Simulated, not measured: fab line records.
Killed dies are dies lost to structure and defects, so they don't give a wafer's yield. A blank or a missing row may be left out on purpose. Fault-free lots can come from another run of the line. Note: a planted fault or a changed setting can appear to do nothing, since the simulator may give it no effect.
fab line records	flow sfqLine
record lots=7	wafers=19	lastDay=83
route steps=325 shown M1@62 I1@73 M2@88 I2@103 M8@325
lots untouched by any fault: they come from a run of this same line in which no faults occurred
startH: the number of hours between the record's first day and the start of the first shown wafer of the lot	waitH: hours elapsed since this lot's preceding step	" same as the row above	L1.1+2: one row covering several wafers at once	- either no value or no given start	* or withheld: withheld	< > ~ a bound
route shown NAME@n: names a module that has steps shown in the file, with the first one's number in the route	usual: the fault-free wafers' mean and standard deviation	same: alike in all rows	chamber/n: place in a boat	sites: readings site by site	_std_site: the standard deviation of these	_edge_site: the outer-site mean with the inner-site mean subtracted	radiusMm: for every site, how far away it sits from the centre of the wafer	mask NAME#n: copy n	behind: the last tool/chamber to shape the wafer	hold: the reason the lot was held/the length of the hold in hours/how it ended	device: the n, p or np transistor that did not switch	end of line: tests of these same wafers at the route's end	where a step has no rows: the recipe by itself	killed: dies that structure and defects cost at the first sort, which is not the same as the wafer's yield	map: per-die view of a wafer (x killed, . not killed, _ where there is no die)
set.NAME: the setting as run; set.NAME@STEP: as run at that earlier step	model.NAME: the simulator's own value behind a step, which no gauge read
lots at some steps of the route; a table a step, a row a wafer
services: the hour from which a tool's chamber was out of use, counted from the record's first day as startH (under 0 if before that day), plus the number of hours and why
## steps
# step SFQ_TRILAYER_M1_LITHO_COAT_044
# recipe resist=BARC	spinRpm=3000	resistThkNm=62
# step SFQ_TRILAYER_M1_LITHO_COAT_039
# recipe resist=KrF	spinRpm=3000	resistThkNm=600
# step SFQ_TRILAYER_M1_LITHO_SOFTBAKE_043
# recipe tempC=withheld	timeS=withheld	resist=KrF
# step SFQ_TRILAYER_M1_LITHO_EXPOSE_040
# recipe maskId=M1	na=0.6	sourceShape=conventional	sigmaOuter=0.65	targetCdNm=500	doseMj=14.4
# step SFQ_TRILAYER_M1_LITHO_PEB_042
# recipe pebTempC=115	pebTimeS=60	resist=KrF
# step SFQ_TRILAYER_M1_LITHO_DEVELOP_041
# recipe timeS=60	resist=KrF
# step SFQ_M1_OVL_MEAS_911
# usual M1_OVL=3/5.5
lot.wafer	tool	chamber	startH	waitH	M1_OVL[nm]
L456.2	overlay-02	-	604.66	0.1	0
L456.3	"	-	"	"	10
L456.4	"	-	"	"	5
L458.1	overlay-02	-	619.06	0.1	-8
L458.3	"	-	"	"	-5
L458.4	"	-	"	"	-1
L459.3	overlay-01	-	627.59	0.1	-4
L459.4	"	-	"	"	0
L459.5	"	-	"	"	7
L460.1	overlay-02	-	634.78	0.1	5
L460.3	"	-	"	"	9
L460.4	"	-	"	"	5
L461.2	overlay-01	-	646.79	0.1	-5
L461.4	"	-	"	"	-2
L462.2	overlay-02	-	653.99	0.1	6
L462.4	"	-	"	"	4
L473.2	overlay-02	-	780.36	0.1	-5
L473.4	"	-	"	"	1
L473.6	"	-	"	"	3
# step SFQ_TRILAYER_M1_BARC_OPEN_METAL_ETCH_054
# recipe maskMaterial=PR	chemistry=O2	targetDepthNm=125	target=BARC	icpW=600	biasW=80	pressureMtorr=10	timeS=41.7
# step SFQ_TRILAYER_M1_ETCH_METAL_ETCH_042
# recipe target=Nb	stopOn=SiO2	maskMaterial=PR	chemistry=Cl2/Ar	targetDepthNm=240	icpW=600	biasW=80	pressureMtorr=10	timeS=120
# usual drypumpMotorCurrentA=5.5/0.3	oesProductAu=0.892/0.0078
lot.wafer	tool	chamber	startH	waitH	drypumpMotorCurrentA	oesProductAu	rfHoursCounterH
L456.2	rieMetal-02	1	604.75	0.0	5.9	0.893	81
L456.3	"	0	"	"	5.6	0.902	-
L456.4	"	1	"	"	5.9	0.892	-
L458.1	rieMetal-02	0	619.15	0.0	5.7	0.897	68
L458.3	"	1	"	"	5.9	0.895	-
L458.4	"	0	"	"	5.6	0.886	-
L459.3	rieMetal-03	1	627.72	0.1	5.7	0.893	-
L459.4	"	0	"	"	5.0	0.893	-
L459.5	"	0	"	"	5.0	0.887	-
L460.1	rieMetal-03	0	634.88	0.0	5.0	0.905	59
L460.3	"	1	"	"	5.7	0.913	-
L460.4	"	0	"	"	5.0	0.906	-
L461.2	rieMetal-03	0	646.88	0.0	5.0	0.895	61
L461.4	"	1	"	"	5.7	0.891	-
L462.2	rieMetal-04	0	654.08	0.0	5.5	0.890	70
L462.4	"	0	"	"	5.5	0.880	-
L473.2	rieMetal-04	0	780.45	0.0	5.5	0.902	88
L473.4	"	0	"	"	5.5	0.888	-
L473.6	"	1	"	"	5.2	0.893	-
# step SFQ_TRILAYER_M1_STRIP_STRIP_043
# recipe gas=O2	powerW=200	platenTempC=40	overashFraction=0.65	chemistry=O2	pressureMtorr=50
# usual drypumpMotorCurrentA=5.50/0.3	oesProductAu=1.001/0.013	platenTempC=39.98/0.11
lot.wafer	tool	chamber	startH	waitH	drypumpMotorCurrentA	oesProductAu	platenTempC	rfHoursCounterH
L456.2	rieMetal-02	1	604.88	0.1	5.88	1.001	39.96	81
L456.3	"	0	"	"	5.64	0.995	39.96	-
L456.4	"	1	"	"	5.87	1.006	40.08	-
L458.1	rieMetal-02	0	619.28	0.1	5.65	0.991	39.76	68
L458.3	"	1	"	"	5.86	1.000	39.86	-
L458.4	"	0	"	"	5.66	0.999	39.92	-
L459.3	rieMetal-03	1	628.00	0.2	5.68	0.979	39.99	-
L459.4	"	0	"	"	5.01	1.003	40.15	-
L459.5	"	0	"	"	5.00	1.005	40.07	-
L460.1	rieMetal-03	0	635.00	0.1	5.02	1.021	39.87	59
L460.3	"	1	"	"	5.69	0.996	39.94	-
L460.4	"	0	"	"	5.02	1.022	39.83	-
L461.2	rieMetal-03	0	647.00	0.1	4.99	1.013	40.02	61
L461.4	"	1	"	"	5.68	0.997	39.75	-
L462.2	rieMetal-04	0	654.20	0.1	5.49	1.002	39.92	70
L462.4	"	0	"	"	5.50	1.005	39.85	-
L473.2	rieMetal-04	0	780.57	0.1	5.53	1.008	39.94	88
L473.4	"	0	"	"	5.52	1.010	39.80	-
L473.6	"	1	"	"	5.21	1.026	39.97	-
# step SFQ_TRILAYER_M1_STRIP_SOLV_CLEAN_044
# recipe chemistry=NMP	tempC=70	timeS=600
# step SFQ_TRILAYER_I1_DEP_PECVD_045
# recipe material=SiO2	tempC=150	timeS=111.11	pressureTorr=2.4	rfW=183.3	precursor=SiH4/N2O	targetThkNm=500
# usual heaterPowerW=90/19	throttleValvePct=24.0/1
lot.wafer	tool	chamber	startH	waitH	heaterPowerW	throttleValvePct
L456.2	pecvd-01	0	605.65	0.0	68	22.6
L456.3	"	2	"	"	76	23.0
L456.4	"	1	"	"	114	23.7
L458.1	pecvd-01	0	620.05	0.0	65	22.7
L458.3	"	2	"	"	80	23.0
L458.4	"	0	"	"	69	22.7
L459.3	pecvd-04	0	628.58	0.0	94	24.8
L459.4	"	1	"	"	105	23.9
L459.5	"	0	"	"	97	24.7
L460.1	pecvd-01	2	635.78	0.0	78	23.5
L460.3	"	0	"	"	70	22.8
L460.4	"	2	"	"	79	23.1
L461.2	pecvd-03	0	647.78	0.0	105	24.1
L461.4	"	0	"	"	110	23.8
L462.2	pecvd-01	0	654.99	0.0	70	23.0
L462.4	"	0	"	"	71	22.6
L473.2	pecvd-03	2	781.36	0.0	77	22.7
L473.4	"	2	"	"	80	22.5
L473.6	"	1	"	"	75	26.0
# step SFQ_TRILAYER_I1_CMP_CMP_046
# recipe material=SiO2	downForcePsi=3	platenRpm=60	padVelocityMS=0.94248
# usual motorCurrentA=9.4/0.84	timeToEndpointS=213/8.6
lot.wafer	tool	chamber	startH	waitH	motorCurrentA	timeToEndpointS	model.SiO2_of_TRILAYER_I1_DEP_PECVD_045.thkNm
L456.4	cmp-01	2	605.73	0.0	10.0	218	200.9
L456.3	"	3	"	"	11.0	221	201.4
L456.2	"	0	"	"	9.1	208	200.2
L458.4	cmp-01	3	620.13	0.0	10.7	216	201.6
L458.1	"	1	621.13	1.0	8.4	201	200.3
L458.3	"	2	"	"	10.0	212	199.9
L459.3	cmp-01	0	628.65	0.0	9.1	274	303.6
L459.4	"	2	629.65	1.0	10.1	218	199.2
L459.5	"	1	631.15	2.5	9.1	221	201.2
L460.1	cmp-02	1	636.95	1.1	9.7	221	197.7
L460.3	"	2	"	"	8.1	203	198.4
L460.4	"	3	"	"	9.4	218	197.6
L461.2	cmp-01	2	648.35	0.5	9.9	290	307.9
L461.4	"	3	"	"	10.9	231	201.8
L462.4	cmp-01	0	659.85	4.8	10.0	226	200.3
L462.2	"	2	660.85	5.8	10.3	267	300.3
L473.2	cmp-02	1	792.24	10.8	9.9	207	201.2
L473.4	"	3	793.24	11.8	10.1	204	199.4
L473.6	"	1	794.24	12.8	10.0	221	200.9
# step SFQ_I1_BOW_MEAS_912
# recipe mode=bow
# usual I1_BOW=2/8.3
lot.wafer	tool	chamber	startH	waitH	I1_BOW[um]
L456.2	filmMetro-01	-	608.75	1.5	-2
L456.3	"	-	"	"	7
L456.4	"	-	"	"	1
L458.1	filmMetro-02	-	623.13	1.5	7
L458.3	"	-	"	"	-3
L458.4	"	-	"	"	-3
L459.3	filmMetro-04	-	631.69	2.5	-3
L459.4	"	-	"	"	-5
L459.5	"	-	"	"	-3
L459.3	filmMetro-04	-	633.01	1.3	-
L459.4	"	-	"	"	-
L459.5	"	-	"	"	-
L460.1	filmMetro-02	-	639.45	2.0	-2
L460.3	"	-	"	"	-5
L460.4	"	-	"	"	-3
L461.2	filmMetro-01	-	650.87	2.0	1
L461.4	"	-	"	"	0
L461.2	filmMetro-01	-	652.19	1.3	-
L461.4	"	-	"	"	-
L462.2	filmMetro-01	-	662.87	1.5	3
L462.4	"	-	"	"	-5
L462.2	filmMetro-01	-	664.19	1.3	-
L462.4	"	-	"	"	-
L473.2	filmMetro-01	-	795.26	2.5	5
L473.4	"	-	"	"	-2
L473.6	"	-	"	"	5
# step SFQ_TRILAYER_I1_METRO_MEASURE_047
# usual thkNm=199.7/1.2
lot.wafer	tool	chamber	startH	waitH	thkNm
L456.2	filmMetro-01	-	609.05	0.3	200.3
L456.3	"	-	"	"	201.5
L456.4	"	-	"	"	200.9
L458.1	filmMetro-02	-	623.25	0.1	200.3
L458.3	"	-	"	"	200.1
L458.4	"	-	"	"	201.5
L459.3	filmMetro-04	-	638.17	5.1	303.5
L459.4	"	-	"	"	199.2
L459.5	"	-	"	"	201.2
L459.3	filmMetro-04	-	639.54	1.2	303.7
L459.4	"	-	"	"	199.2
L459.5	"	-	"	"	201.2
L460.1	filmMetro-02	-	639.57	0.1	197.9
L460.3	"	-	"	"	198.4
L460.4	"	-	"	"	197.4
L461.2	filmMetro-01	-	656.30	4.1	307.9
L461.4	"	-	"	"	201.8
L461.2	filmMetro-01	-	657.66	1.2	307.8
L461.4	"	-	"	"	201.8
L462.2	filmMetro-01	-	665.48	1.3	300.5
L462.4	"	-	"	"	200.3
L462.2	filmMetro-01	-	667.37	1.7	300.2
L462.4	"	-	"	"	200.5
L473.2	filmMetro-01	-	795.56	0.3	201.2
L473.4	"	-	"	"	199.5
L473.6	"	-	"	"	200.9
# step SFQ_TRILAYER_I1_VIA_LITHO_COAT_054
# recipe resist=BARC	spinRpm=3000	resistThkNm=62
# step SFQ_TRILAYER_I1_VIA_LITHO_COAT_049
# recipe resist=KrF	spinRpm=3000	resistThkNm=650
# step SFQ_TRILAYER_I1_VIA_LITHO_SOFTBAKE_053
# recipe tempC=withheld	timeS=withheld	resist=KrF
# step SFQ_TRILAYER_I1_VIA_LITHO_EXPOSE_050
# recipe maskId=I1	na=0.6	sourceShape=conventional	sigmaOuter=0.65	targetCdNm=500	doseMj=21.3
# step SFQ_TRILAYER_I1_VIA_LITHO_PEB_052
# recipe pebTempC=115	pebTimeS=60	resist=KrF
# step SFQ_TRILAYER_I1_VIA_LITHO_DEVELOP_051
# recipe timeS=60	resist=KrF
# step SFQ_I1_OVL_MEAS_913
# usual I1_OVL=0/5.1
lot.wafer	tool	chamber	startH	waitH	I1_OVL[nm]
L456.2	overlay-02	-	612.97	0.1	-4
L456.3	"	-	"	"	-11
L456.4	"	-	"	"	-11
L458.1	overlay-02	-	628.51	0.1	-1
L458.3	"	-	"	"	1
L458.4	"	-	"	"	-9
L460.1	overlay-01	-	643.75	0.1	-2
L460.3	"	-	"	"	3
L460.4	"	-	"	"	-3
L459.3	overlay-01	-	646.94	0.1	0
L459.4	"	-	"	"	-1
L459.5	"	-	"	"	-6
L461.2	overlay-01	-	663.74	0.1	-5
L461.4	"	-	"	"	-5
L462.2	overlay-01	-	678.07	0.1	-3
L462.4	"	-	"	"	6
L473.2	overlay-01	-	799.11	0.1	0
L473.4	"	-	"	"	7
L473.6	"	-	"	"	0
# step SFQ_TRILAYER_I1_VIA_BARC_OPEN_VIA_ETCH_071
# recipe maskMaterial=PR	chemistry=O2	targetDepthNm=125	target=BARC	sourceW=500	biasW=80	pressureMtorr=30	timeS=41.7
# usual drypumpMotorCurrentA=5.6/0.4	oesProductAu=0.685/0.0047
lot.wafer	tool	chamber	startH	waitH	drypumpMotorCurrentA	oesProductAu	rfHoursCounterH
L456.2	rieDiel-02	1	613.00	0.0	5.1	0.678	49
L456.3	"	0	"	"	5.7	0.688	5
L456.4	"	3	"	"	6.0	0.687	15
L458.1	rieDiel-04	2	628.55	0.0	6.0	0.686	36
L458.3	"	3	"	"	5.6	0.681	2
L458.4	"	1	"	"	6.0	0.680	11
L460.1	rieDiel-02	0	643.79	0.0	5.7	0.685	6
L460.3	"	1	"	"	5.1	0.693	50
L460.4	"	2	"	"	5.0	0.686	64
L459.3	rieDiel-04	2	646.97	0.0	6.1	0.673	36
L459.4	"	0	"	"	5.1	0.691	51
L459.5	"	1	"	"	6.0	0.693	-
L461.2	rieDiel-02	3	663.77	0.0	6.0	0.685	16
L461.4	"	1	"	"	5.1	0.680	51
L462.2	rieDiel-01	3	678.10	0.0	6.0	0.680	26
L462.4	"	0	"	"	6.0	0.677	-
L473.2	rieDiel-01	3	799.14	0.0	6.0	0.680	28
L473.4	"	2	"	"	6.0	0.685	5
L473.6	"	2	"	"	6.0	0.684	-
# step SFQ_TRILAYER_I1_VIA_ETCH_VIA_ETCH_052
# recipe target=SiO2	stopOn=Nb	maskMaterial=PR	taperDeg=20	chemistry=CHF3	targetDepthNm=260	sourceW=500	biasW=80	pressureMtorr=30	timeS=withheld
# usual drypumpMotorCurrentA=5.6/0.4	oesProductAu=0.854/0.0055
lot.wafer	tool	chamber	startH	waitH	drypumpMotorCurrentA	oesProductAu	model.I1.featureDepthNm	model.etch.depthNm
L456.2	rieDiel-02	1	613.04	0.0	5.1	0.857	200.2	200.2
L456.3	"	0	"	"	5.7	0.857	201.4	201.4
L456.4	"	3	"	"	6.0	0.858	200.9	200.9
L458.1	rieDiel-04	2	628.59	0.0	6.1	0.857	200.3	200.3
L458.3	"	3	"	"	5.6	0.865	199.9	199.9
L458.4	"	1	"	"	6.0	0.852	201.6	201.6
L460.1	rieDiel-02	0	643.83	0.0	5.7	0.856	197.7	197.7
L460.3	"	1	"	"	5.1	0.846	198.4	198.4
L460.4	"	2	"	"	5.1	0.850	197.6	197.6
L459.3	rieDiel-04	2	647.01	0.0	6.0	0.981	252.8	252.8
L459.4	"	0	"	"	5.2	0.854	199.2	199.2
L459.5	"	1	"	"	6.0	0.849	201.2	201.2
L461.2	rieDiel-02	3	663.81	0.0	6.0	0.982	253.9	253.9
L461.4	"	1	"	"	5.1	0.861	201.8	201.8
L462.2	rieDiel-01	3	678.14	0.0	6.0	0.993	256.5	256.5
L462.4	"	0	"	"	6.0	0.855	200.3	200.3
L473.2	rieDiel-01	3	799.18	0.0	5.9	0.856	201.2	201.2
L473.4	"	2	"	"	6.0	0.848	199.4	199.4
L473.6	"	2	"	"	6.0	0.856	200.9	200.9
# step SFQ_TRILAYER_I1_VIA_STRIP_STRIP_053
# recipe gas=O2	powerW=200	platenTempC=40	overashFraction=0.65	chemistry=O2	pressureMtorr=50
# usual drypumpMotorCurrentA=5.6/0.36	oesProductAu=0.993/0.013	platenTempC=40.00/0.1
lot.wafer	tool	chamber	startH	waitH	drypumpMotorCurrentA	oesProductAu	platenTempC	rfHoursCounterH
L456.2	rieMetal-02	0	613.15	-	5.6	0.999	39.90	67
L456.3	"	1	"	"	5.9	0.994	39.93	-
L456.4	"	0	"	"	5.6	0.990	40.07	-
L458.1	rieMetal-01	0	628.70	-	5.3	0.979	39.99	3
L458.3	"	1	"	"	6.1	0.991	39.76	-
L458.4	"	0	"	"	5.3	0.988	39.91	-
L460.1	rieMetal-03	0	643.94	-	5.0	1.018	40.09	61
L460.3	"	0	"	"	5.0	1.025	40.03	-
L460.4	"	1	"	"	5.7	0.997	40.06	-
L459.3	rieMetal-02	1	648.19	-	5.9	0.988	39.86	-
L459.4	"	0	"	"	5.6	0.992	40.00	-
L459.5	"	1	"	"	5.9	1.009	39.80	-
L461.2	rieMetal-03	0	663.92	-	5.0	0.992	40.07	63
L461.4	"	1	"	"	5.7	0.982	39.99	-
L462.2	rieMetal-01	1	678.73	-	6.1	0.988	40.09	51
L462.4	"	0	"	"	5.4	0.974	39.96	-
L473.2	rieMetal-03	1	799.29	-	5.7	0.985	39.99	75
L473.4	"	0	"	"	5.0	1.016	40.07	-
L473.6	"	0	"	"	5.0	1.017	40.13	-
# step SFQ_TRILAYER_I1_VIA_STRIP_SOLV_CLEAN_054
# recipe chemistry=NMP	tempC=70	timeS=600
# step SFQ_TRILAYER_M2_DEP_PRE_CLEAN_056
# recipe gas=Ar	timeS=22.5	biasV=250
lot.wafer	tool	chamber	startH	waitH	model.SiO2_of_TRILAYER_I1_DEP_PECVD_045.thkNm
L456.2	pvdSputter-05	-	613.93	0.0	192.7
L456.3	"	-	"	"	193.9
L456.4	"	-	"	"	193.4
L458.1	pvdSputter-04	-	629.47	0.0	192.8
L458.3	"	-	"	"	192.4
L458.4	"	-	"	"	194.1
L460.1	pvdSputter-05	-	644.71	0.0	190.2
L460.3	"	-	"	"	190.9
L460.4	"	-	"	"	190.1
L459.3	pvdSputter-04	-	649.05	0.0	296.1
L459.4	"	-	"	"	191.7
L459.5	"	-	"	"	193.7
L461.2	pvdSputter-04	-	664.71	0.0	300.4
L461.4	"	-	"	"	194.3
L462.2	pvdSputter-05	-	679.51	0.0	292.8
L462.4	"	-	"	"	192.8
L473.2	pvdSputter-04	-	800.06	0.0	193.7
L473.4	"	-	"	"	191.9
L473.6	"	-	"	"	193.4
# step SFQ_TRILAYER_M2_DEP_SPUTTER_055
# recipe material=Nb	basePressurePa=1.33e-06	chamberPressurePa=0.1333	substrateTempC=20	resputterCathodeVoltageV=400	targetThkNm=200	powerW=2000	timeS=133.3
# step SFQ_M2_RS_MEAS_914
# recipe thkMeasGauge=four-point-probe	reads=Nb_of_TRILAYER_M2_DEP_SPUTTER_055
# usual M2_NB_RS=0.887/0.011
lot.wafer	tool	chamber	startH	waitH	M2_NB_RS[ohm/sq]
L456.2	filmMetro-01	-	614.08	0.1	0.903
L456.3	"	-	"	"	0.884
L456.4	"	-	"	"	0.899
L458.1	filmMetro-02	-	629.59	0.0	0.881
L458.3	"	-	"	"	0.889
L458.4	"	-	"	"	0.888
L460.1	filmMetro-02	-	644.83	0.0	0.889
L460.3	"	-	"	"	0.889
L460.4	"	-	"	"	0.886
L459.3	filmMetro-02	-	649.21	0.1	0.895
L459.4	"	-	"	"	0.888
L459.5	"	-	"	"	0.888
L461.2	filmMetro-01	-	664.85	0.1	0.881
L461.4	"	-	"	"	0.879
L462.2	filmMetro-02	-	679.65	0.1	0.888
L462.4	"	-	"	"	0.895
L473.2	filmMetro-02	-	800.20	0.1	0.896
L473.4	"	-	"	"	0.901
L473.6	"	-	"	"	0.891
# step SFQ_TRILAYER_M2_LITHO_COAT_062
# recipe resist=BARC	spinRpm=3000	resistThkNm=62
# step SFQ_TRILAYER_M2_LITHO_COAT_057
# recipe resist=KrF	spinRpm=3000	resistThkNm=600
# step SFQ_TRILAYER_M2_LITHO_SOFTBAKE_061
# recipe tempC=withheld	timeS=withheld	resist=KrF
# step SFQ_TRILAYER_M2_LITHO_EXPOSE_058
# recipe maskId=M2	na=0.6	sourceShape=conventional	sigmaOuter=0.65	targetCdNm=500	doseMj=14.4
# step SFQ_TRILAYER_M2_LITHO_PEB_060
# recipe pebTempC=115	pebTimeS=60	resist=KrF
# step SFQ_TRILAYER_M2_LITHO_DEVELOP_059
# recipe timeS=60	resist=KrF
# step SFQ_M2_OVL_MEAS_916
# usual M2_OVL=-3/5
lot.wafer	tool	chamber	startH	waitH	M2_OVL[nm]
L456.2	overlay-02	-	770.76	0.1	-10
L456.3	"	-	"	"	-4
L456.4	"	-	"	"	-8
L458.1	overlay-01	-	786.35	0.1	0
L458.3	"	-	"	"	-3
L458.4	"	-	"	"	4
L459.3	overlay-02	-	791.16	0.1	-6
L459.4	"	-	"	"	-6
L459.5	"	-	"	"	-1
L460.1	overlay-02	-	801.88	0.1	-4
L460.3	"	-	"	"	-1
L460.4	"	-	"	"	-7
L461.2	overlay-02	-	813.89	0.1	-6
L461.4	"	-	"	"	-4
L462.2	overlay-01	-	824.69	0.1	-2
L462.4	"	-	"	"	-5
L473.2	overlay-01	-	936.65	0.1	-9
L473.4	"	-	"	"	-11
L473.6	"	-	"	"	-6
# step SFQ_TRILAYER_M2_BARC_OPEN_METAL_ETCH_077
# recipe maskMaterial=PR	chemistry=O2	targetDepthNm=125	target=BARC	icpW=600	biasW=80	pressureMtorr=10	timeS=41.7
# step SFQ_TRILAYER_M2_ETCH_METAL_ETCH_060
# recipe target=Nb	stopOn=SiO2	maskMaterial=PR	chemistry=Cl2/Ar	targetDepthNm=240	icpW=600	biasW=80	pressureMtorr=10	timeS=120
# step SFQ_TRILAYER_M2_STRIP_STRIP_061
# recipe gas=O2	powerW=200	platenTempC=40	overashFraction=0.65	chemistry=O2	pressureMtorr=50
# step SFQ_TRILAYER_M2_STRIP_SOLV_CLEAN_062
# recipe chemistry=NMP	tempC=70	timeS=600
# step SFQ_TRILAYER_I2_DEP_PECVD_063
# recipe material=SiO2	tempC=150	timeS=111.11	pressureTorr=2.4	rfW=183.3	precursor=SiH4/N2O	targetThkNm=500
# step SFQ_M8_BOW_MEAS_951
# recipe mode=bow
# usual M8_BOW=10/13
lot.wafer	tool	chamber	startH	waitH	M8_BOW[um]	model.etest.i1.linkOhm
L456.2	filmMetro-01	-	1846.53	0.0	-2	1.984
L456.3	"	-	"	"	5	1.958
L456.4	"	-	"	"	0	1.993
L458.1	filmMetro-01	-	1876.23	0.0	23	1.953
L458.3	"	-	"	"	13	1.967
L458.4	"	-	"	"	14	1.986
L459.3	filmMetro-01	-	1881.70	0.0	9	1e+06
L459.4	"	-	"	"	6	1.952
L459.5	"	-	"	"	9	1.959
L460.1	filmMetro-04	-	1882.86	0.0	16	1.942
L460.3	"	-	"	"	13	1.938
L460.4	"	-	"	"	15	1.939
L461.2	filmMetro-03	-	1884.10	0.0	-5	1e+06
L461.4	"	-	"	"	-6	1.962
L462.2	filmMetro-04	-	1901.79	0.0	18	1e+06
L462.4	"	-	"	"	11	1.991
L473.2	filmMetro-01	-	1980.77	0.0	11	1.973
L473.4	"	-	"	"	6	1.977
L473.6	"	-	"	"	12	1.972
## services
tool	chamber	startH	hours	kind
filmMetro-01	-	606.54	0.6	pm
rieDiel-01	-	606.65	1.0	repair
rieDiel-01	-	607.66	14.6	pm
rieDiel-01	-	622.26	28.1	pm
cmp-01	-	634.65	4.9	pm
rieDiel-04	-	641.39	5.3	repair
cmp-01	-	645.17	0.4	repair
rieDiel-02	3	646.29	1.5	repair
rieMetal-03	-	657.69	0.5	repair
rieDiel-01	2	663.64	7.9	repair
rieMetal-03	1	665.90	9.0	repair
rieDiel-01	1	668.14	3.9	repair
rieDiel-01	1	673.19	6.4	repair
pecvd-01	-	684.17	0.8	repair
rieDiel-02	1	687.82	18.4	repair
rieDiel-02	-	699.24	14.6	pm
filmMetro-01	-	702.08	0.3	pm
cmp-01	-	711.40	2.3	repair
filmMetro-01	-	715.64	0.8	repair
rieDiel-02	2	724.10	4.6	repair
filmMetro-01	-	755.35	7.9	pm
rieMetal-03	-	771.94	0.1	repair
cmp-01	-	784.48	4.4	repair
filmMetro-01	-	799.20	1.4	pm
## key
firstSign step=SFQ_TRILAYER_I1_CMP_CMP_046	reading=timeToEndpointS	direction=up	sigmas=7.5	usual=*	struck=*
effect step=SFQ_I1_BOW_MEAS_912	reading=visit	direction=added
effect step=SFQ_TRILAYER_I1_METRO_MEASURE_047	reading=visit	direction=added
effect step=SFQ_TRILAYER_I1_METRO_MEASURE_047	reading=thkNm	direction=up	sigmas=83	usual=199.7	struck=304.0
effect step=SFQ_TRILAYER_I1_VIA_ETCH_VIA_ETCH_052	reading=oesProductAu	direction=up	sigmas=24	usual=0.854	struck=0.985
modelEffect step=SFQ_TRILAYER_I1_CMP_CMP_046	value=SiO2_of_TRILAYER_I1_DEP_PECVD_045.thkNm	without=199.7	struck=303.9
modelEffect step=SFQ_TRILAYER_I1_VIA_ETCH_VIA_ETCH_052	value=I1.featureDepthNm	without=199.7	struck=254.4
modelEffect step=SFQ_TRILAYER_M2_DEP_PRE_CLEAN_056	value=SiO2_of_TRILAYER_I1_DEP_PECVD_045.thkNm	without=192.2	struck=296.4
modelEffect step=SFQ_M8_BOW_MEAS_951	value=etest.i1.linkOhm	without=1.966	struck=1e+06
metAt SFQ_TRILAYER_I1_CMP_CMP_046
struckWafers L459.3,L461.2,L462.2
onsetBetween 620.13 628.65
fault kind=processParameterDrift	tool=cmp-01	chamber=-	onsetH=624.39	steps=SFQ_TRILAYER_I1_CMP_CMP_046	channel=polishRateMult	offset=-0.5	shape=step	endH=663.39	scope=struckWafersOnly
